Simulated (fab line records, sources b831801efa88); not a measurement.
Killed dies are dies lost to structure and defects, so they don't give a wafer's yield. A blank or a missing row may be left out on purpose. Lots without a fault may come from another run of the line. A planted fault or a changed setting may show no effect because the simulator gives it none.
Chamber matching | flow gf180mcu | GF_V3_CVD_00 on hdpcvd-02: 3 sister chambers
The step deposits SiO2, target thk 600 nm, time 100 s. 3 wafers are shown with their chamber, then 7 later ones without.

WAFERS WITH THEIR CHAMBER
wafer  | chamber | sih4_flow_sccm (sccm)
L613.4 | 0       | 59.86
L614.2 | 1       | 59.91
L614.3 | 2       | 60.08

WAFERS WITHOUT THEIR CHAMBER
wafer  | sih4_flow_sccm (sccm)
L614.6 | 59.95
L617.2 | 59.92
L617.4 | 59.53
L617.5 | 60.10
L619.1 | 60.10
L619.5 | 59.92
L619.6 | 60.06

WHICH CHAMBER EACH WENT THROUGH
wafer  | from the rows above          | in truth
L614.6 | can't be placed: 1 or 0 or 2 | 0
L617.2 | can't be placed: 1 or 0 or 2 | 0
L617.4 | can't be placed: 0 or 1 or 2 | 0
L617.5 | can't be placed: 2 or 1 or 0 | 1
L619.1 | can't be placed: 2 or 1 or 0 | 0
L619.5 | can't be placed: 1 or 0 or 2 | 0
L619.6 | can't be placed: 2 or 1 or 0 | 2
Placed correctly: 0 of 7. Can't be placed from these rows: 7 (the true chamber is among the candidates in 7). Placed wrongly: 0.
How it was worked out, from the rows above alone: a wafer's distance from a chamber is the root of the sum, over the readings, of the square of ((its reading less the chamber's mean) divided by the reading's scatter). The wafer belongs to the nearest chamber; if the next one is less than 2 further off, it can't be placed. A chamber's mean is the mean of its shown wafers. The scatter: with one shown wafer a chamber, the root of the mean of the squares of how far each hidden wafer lies from its nearest shown one.
